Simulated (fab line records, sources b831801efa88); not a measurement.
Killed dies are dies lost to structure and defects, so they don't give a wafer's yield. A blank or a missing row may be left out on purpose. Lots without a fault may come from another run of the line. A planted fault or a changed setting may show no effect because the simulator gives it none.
Which tool did it? | flow sky130 | 12 lots, 36 wafers sampled, at 4 steps of a route of 708

WHAT THE GAUGES READ, wafer by wafer
SKY_LOCAL_INTERCONNECT_OVL_MEAS_12. Usual: LOCAL_INTERCONNECT_OVL -1 nm, standard deviation 6.6.
lot  | measured     | on         | LOCAL_INTERCONNECT_OVL (nm) | flag
L380 | day 30 08:47 | overlay-02 | -3 -3 -11                   |
L381 | day 30 15:22 | overlay-02 | 6 2 1                       |
L385 | day 31 23:40 | overlay-02 | -12 -8 1                    |
L386 | day 32 14:43 | overlay-01 | 5 6 17                      |
L387 | day 32 17:25 | overlay-02 | 0 -4 4                      |
L388 | day 33 00:30 | overlay-01 | 6 5 7                       |
L389 | day 33 15:16 | overlay-01 | -1 11 3                     |
L390 | day 34 00:01 | overlay-02 | -4 -2 -3                    |
L391 | day 34 01:32 | overlay-02 | 2 7 -2                      |
L397 | day 36 11:55 | overlay-01 | -3 -14 2                    |
L399 | day 36 16:07 | overlay-01 | 2 -10 -2                    |
L403 | day 37 17:01 | overlay-02 | -13 -20 -11                 |

WHICH TOOL RAN EACH LOT (tool, then ch and the chambers of the sampled wafers, then the start)
lot  | SKY_POLY_CUT_ETCH_11               | SKY_LI_CONTACT_ETCH_14             | SKY_LOCAL_INTERCONNECT_SPUTTER_00
L380 | rie_diel-03 ch 0,2,3, day 24 04:50 | rie_diel-01 ch 0,2,3, day 29 04:03 | pvd_sputter-01, day 29 05:13
L381 | rie_diel-01 ch 0,1,2, day 24 08:59 | rie_diel-03 ch 0,1,2, day 29 09:26 | pvd_sputter-04, day 29 10:35
L385 | rie_diel-01 ch 0,3, day 26 00:08   | rie_diel-02 ch 1,2,3, day 30 18:54 | pvd_sputter-04, day 30 20:04
L386 | rie_diel-04 ch 2,3, day 26 14:35   | rie_diel-03 ch 2,3, day 31 10:17   | pvd_sputter-04, day 31 11:36
L387 | rie_diel-04 ch 1,2,3, day 26 17:41 | rie_diel-02 ch 2,3, day 31 13:27   | pvd_sputter-01, day 31 14:38
L388 | rie_diel-03 ch 0,2,3, day 26 23:47 | rie_diel-02 ch 0,1,3, day 31 20:05 | pvd_sputter-01, day 31 21:16
L389 | rie_diel-01 ch 0,1,2, day 27 15:23 | rie_diel-01 ch 1,2, day 32 10:44   | pvd_sputter-04, day 32 11:53
L390 | rie_diel-01 ch 0,1,3, day 28 02:28 | rie_diel-01 ch 0,1,2, day 32 19:32 | pvd_sputter-04, day 32 20:41
L391 | rie_diel-03 ch 0,2,3, day 28 05:05 | rie_diel-02 ch 1,2,3, day 32 21:23 | pvd_sputter-02, day 32 22:34
L397 | rie_diel-03 ch 0,1, day 30 17:59   | rie_diel-01 ch 2,3, day 35 08:56   | pvd_sputter-01, day 35 10:05
L399 | rie_diel-03 ch 0,1,2, day 30 22:47 | rie_diel-01 ch 0,2,3, day 35 12:38 | pvd_sputter-04, day 35 13:47
L403 | rie_diel-04 ch 0,3, day 32 00:38   | rie_diel-03 ch 2,3, day 36 13:06   | pvd_sputter-01, day 36 14:16
- SKY_POLY_CUT_ETCH_11: etches Si3N4 in CF4/CH2F2/Ar, stops on poly-Si, time 42.5 s, target depth 60 nm.
- SKY_LI_CONTACT_ETCH_14: etches BARC in N2/H2, stops on SiO2, time 45.9 s, target depth 60 nm.
- SKY_LOCAL_INTERCONNECT_SPUTTER_00: material TiN, target thk 100 nm, time 83.3 s.

WHAT THE TOOLS THEMSELVES READ (means of the sampled wafers that have a number; where no wafer has one, the mark that the record gives instead)
SKY_POLY_CUT_ETCH_11. Usual: bias_w 150.0 W, standard deviation 0.42; drypump_motor_current_A 6.0 A, standard deviation 0.46; oes_product_au 0.829 a.u., standard deviation 0.006; run_length_s 70.6 s, standard deviation 0.42; throttle_valve_pct 14.996 %, standard deviation 0.0099.
lot  | tool        | bias_w (W) | drypump_motor_current_A (A) | oes_product_au (a.u.) | run_length_s (s) | throttle_valve_pct (%) | flag
L380 | rie_diel-03 | 149.8      | 5.8                         | 0.831                 | 70.3             | 14.998                 |
L381 | rie_diel-01 | 150.1      | 6.2                         | 0.827                 | 70.9             | 14.997                 |
L385 | rie_diel-01 | 150.2      | 5.5                         | 0.837                 | 71.0             | 14.998                 |
L386 | rie_diel-04 | 150.1      | 5.9                         | 0.826                 | 70.6             | 14.996                 |
L387 | rie_diel-04 | 149.4      | 6.0                         | 0.825                 | 70.5             | 14.996                 |
L388 | rie_diel-03 | 149.9      | 5.8                         | 0.830                 | 70.2             | 14.990                 |
L389 | rie_diel-01 | 150.0      | 6.2                         | 0.835                 | 70.9             | 15.004                 |
L390 | rie_diel-01 | 150.4      | 6.0                         | 0.835                 | 71.0             | 14.996                 |
L391 | rie_diel-03 | 150.3      | 5.8                         | 0.830                 | 70.3             | 14.985                 |
L397 | rie_diel-03 | 150.0      | 6.1                         | 0.769                 | 77.4             | 14.996                 | OFF
L399 | rie_diel-03 | 150.0      | 5.9                         | 0.799                 | 73.9             | 14.998                 | OFF
L403 | rie_diel-04 | 150.5      | 5.5                         | 0.822                 | 70.4             | 14.994                 |

SKY_LI_CONTACT_ETCH_14. Usual: bias_w 100.0 W, standard deviation 0.31; drypump_motor_current_A 5.9 A, standard deviation 0.46; h2_flow_sccm 200.0 sccm, standard deviation 0.52; n2_flow_sccm 100.0 sccm, standard deviation 0.33; oes_product_au 0.854 a.u., standard deviation 0.005; run_length_s 74.2 s, standard deviation 0.4; throttle_valve_pct 13.224 %, standard deviation 0.0089.
lot  | tool        | bias_w (W) | drypump_motor_current_A (A) | h2_flow_sccm (sccm) | n2_flow_sccm (sccm) | oes_product_au (a.u.) | run_length_s (s) | throttle_valve_pct (%) | flag
L380 | rie_diel-01 | 100.3      | 5.8                         | 199.9               | 99.8                | 0.858                 | 74.1             | 13.219                 |
L381 | rie_diel-03 | 100.5      | 5.9                         | 199.7               | 99.8                | 0.851                 | 74.0             | 13.224                 |
L385 | rie_diel-02 | 100.3      | 5.6                         | 199.9               | 100.1               | 0.853                 | 74.5             | 13.222                 |
L386 | rie_diel-03 | 99.9       | 5.8                         | 200.4               | 100.0               | 0.860                 | 74.0             | 13.229                 |
L387 | rie_diel-02 | 99.9       | 5.4                         | 199.7               | 100.3               | 0.852                 | 74.4             | 13.223                 |
L388 | rie_diel-02 | 99.9       | 5.7                         | 199.9               | 99.9                | 0.846                 | 74.2             | 13.225                 |
L389 | rie_diel-01 | 100.1      | 6.7                         | 200.5               | 100.1               | 0.857                 | 74.1             | 13.227                 |
L390 | rie_diel-01 | 99.9       | 6.2                         | 200.5               | 100.4               | 0.856                 | 74.4             | 13.225                 |
L391 | rie_diel-02 | 100.2      | 5.6                         | 199.5               | 100.5               | 0.856                 | 74.5             | 13.221                 |
L397 | rie_diel-01 | 99.7       | 5.9                         | 199.7               | 99.8                | 0.852                 | 74.1             | 13.223                 |
L399 | rie_diel-01 | 99.9       | 5.8                         | 200.2               | 99.8                | 0.857                 | 74.3             | 13.228                 |
L403 | rie_diel-03 | 100.1      | 5.6                         | 200.1               | 99.9                | 0.854                 | 74.0             | 13.221                 |

SKY_LOCAL_INTERCONNECT_SPUTTER_00. Usual: chamber_pressure_pa 0.4000 Pa, standard deviation 0.00078; throttle_valve_pct 30.2 %, standard deviation 0.87.
lot  | tool           | chamber_pressure_pa (Pa) | throttle_valve_pct (%) | flag
L380 | pvd_sputter-01 | 0.3998                   | 30.5                   |
L381 | pvd_sputter-04 | 0.3998                   | 30.3                   |
L385 | pvd_sputter-04 | 0.4001                   | 30.0                   |
L386 | pvd_sputter-04 | 0.4004                   | 30.2                   |
L387 | pvd_sputter-01 | 0.3996                   | 29.7                   |
L388 | pvd_sputter-01 | 0.4000                   | 30.5                   |
L389 | pvd_sputter-04 | 0.3995                   | 30.5                   |
L390 | pvd_sputter-04 | 0.3997                   | 30.0                   |
L391 | pvd_sputter-02 | 0.4005                   | 29.8                   |
L397 | pvd_sputter-01 | 0.3994                   | 30.7                   |
L399 | pvd_sputter-04 | 0.3999                   | 30.2                   |
L403 | pvd_sputter-01 | 0.3994                   | 31.5                   |

THE ANSWER, worked out from the rows above alone
Rule: a lot is off if the mean of its wafers that have a number lies more than 3 standard deviations from the usual mean. A lot without any number at a reading at which 4 lots or more have one is off too. The other lots that the step has rows for count as sound. The gauges are gone through in route order, then the tools' own readings, and for those a lot's mean is taken as printed above. The first step at which some lot is off is used, and at that step the reading that is off furthest; a lot without a number counts as furthest.
Off: L397, L399, at SKY_POLY_CUT_ETCH_11 (run_length_s).
A tool fits if, at that step or a process step before it, it ran every lot that is off, and no sound lot after the first of them. One fits: rie_diel-03 at SKY_POLY_CUT_ETCH_11. Its last sound lot is L391 (day 28 05:05), its first lot that is off L397 (day 30 17:59): a fault that began between those two fits.
The tool's own readings at SKY_POLY_CUT_ETCH_11 bear it out: on the lots that are off they differ by more than 5 times the standard deviation of the sound lots' means. oes_product_au reads 0.784 a.u. there against 0.830 a.u. on the sound lots; run_length_s reads 75.7 s there against 70.6 s on the sound lots.

WHAT THE SIMULATOR HAD PUT IN
Process parameter drift: rie_diel-03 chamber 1, from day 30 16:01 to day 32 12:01, at SKY_POLY_CUT_ETCH_11. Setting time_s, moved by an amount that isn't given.
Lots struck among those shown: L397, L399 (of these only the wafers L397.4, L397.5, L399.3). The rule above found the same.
